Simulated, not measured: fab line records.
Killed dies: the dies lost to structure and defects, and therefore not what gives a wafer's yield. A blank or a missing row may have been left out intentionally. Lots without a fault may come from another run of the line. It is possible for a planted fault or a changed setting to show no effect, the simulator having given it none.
Which of the tools did it? :: flow gf180mcu :: 6 lots, 18 wafers sampled, at 4 steps of a route of 602

== WHAT EACH GAUGE READ, for each wafer ==
GF_HV_LDD_RS_MEAS_53: measures by four-point-probe.
lot: L226
measured: day 13 06:18
on: filmMetro-04
HV_LDD_RS (ohm/sq): 417.7 417.5 416.7

lot: L231
measured: day 15 00:46
on: filmMetro-03
HV_LDD_RS (ohm/sq): 418.2 418.1 418.8

lot: L233
measured: day 15 18:56
on: filmMetro-03
HV_LDD_RS (ohm/sq): 418.5 417.9 417.6

lot: L236
measured: day 16 05:37
on: filmMetro-01
HV_LDD_RS (ohm/sq): 418.0 416.8 417.9

lot: L238
measured: day 17 01:16
on: filmMetro-04
HV_LDD_RS (ohm/sq): 417.1 418.0 418.7

lot: L243
measured: day 19 01:55
on: filmMetro-04
HV_LDD_RS (ohm/sq): 415.4 415.8 414.0

== WHICH TOOL RAN EACH LOT (tool, then ch and the chambers of the sampled wafers, then the start) ==
lot: L226
GF_HV_LDD_STRIP_10: plasmaAsher-04 ch 0,1, day 10 19:46
GF_HV_LDD_STRIP_37: plasmaAsher-02 ch 0, day 12 10:22
GF_HV_LDD_RTA_52: rtpAnneal-02 ch 0, day 13 06:14

lot: L231
GF_HV_LDD_STRIP_10: plasmaAsher-04 ch 0,1, day 12 10:13
GF_HV_LDD_STRIP_37: plasmaAsher-03 ch 0,1, day 14 02:53
GF_HV_LDD_RTA_52: rtpAnneal-01 ch 0, day 15 00:42

lot: L233
GF_HV_LDD_STRIP_10: plasmaAsher-02 ch 0,1, day 13 00:11
GF_HV_LDD_STRIP_37: plasmaAsher-04 ch 0,1, day 14 19:13
GF_HV_LDD_RTA_52: rtpAnneal-01 ch 0, day 15 18:52

lot: L236
GF_HV_LDD_STRIP_10: plasmaAsher-03 ch 0,1, day 13 10:55
GF_HV_LDD_STRIP_37: plasmaAsher-02 ch 0,1, day 15 06:22
GF_HV_LDD_RTA_52: rtpAnneal-01 ch 0, day 16 05:33

lot: L238
GF_HV_LDD_STRIP_10: plasmaAsher-03 ch 0,1, day 14 05:10
GF_HV_LDD_STRIP_37: plasmaAsher-04 ch 0,1, day 16 02:04
GF_HV_LDD_RTA_52: rtpAnneal-02 ch 0, day 17 01:11

lot: L243
GF_HV_LDD_STRIP_10: plasmaAsher-02 ch 0,1, day 16 00:22
GF_HV_LDD_STRIP_37: plasmaAsher-02 ch 0,1, day 18 00:52
GF_HV_LDD_RTA_52: rtpAnneal-01 ch 0, day 19 01:50
- GF_HV_LDD_STRIP_10: strips in O2/N2.
- GF_HV_LDD_STRIP_37: strips in O2/N2.
- GF_HV_LDD_RTA_52: time 10 s.

== THE ANSWER, worked out from the rows above alone ==
Rule: the usual values come from the lots themselves. Put in order of their means at a reading, lots are off if they are a third of the lots or fewer, leave a main group of 4 or more, and stand apart from it by a gap of 3 or more times the standard deviation of the main group's means; of several such gaps the widest counts. Not used: any main group whose means are identical at the precision the tables above print for the reading. Also off: a lot with no number at a reading for which 4 or more lots have one. Where the step has rows for the other lots, those lots are counted as sound.
Off: L243, at GF_HV_LDD_RS_MEAS_53 (HV_LDD_RS). Main group: mean 417.8 ohm/sq, sd 0.37.
A tool fits if, at a process step before that reading, it ran every lot that is off, and no sound lot after the first of them. Those tools and the gauges at GF_HV_LDD_RS_MEAS_53 are tried in the same way. Can't be told from this: 3 tools fit, plasmaAsher-02 at GF_HV_LDD_STRIP_10 and GF_HV_LDD_STRIP_37, rtpAnneal-01 at GF_HV_LDD_RTA_52, filmMetro-04 at GF_HV_LDD_RS_MEAS_53.

== WHAT WAS PUT IN BY THE SIMULATOR ==
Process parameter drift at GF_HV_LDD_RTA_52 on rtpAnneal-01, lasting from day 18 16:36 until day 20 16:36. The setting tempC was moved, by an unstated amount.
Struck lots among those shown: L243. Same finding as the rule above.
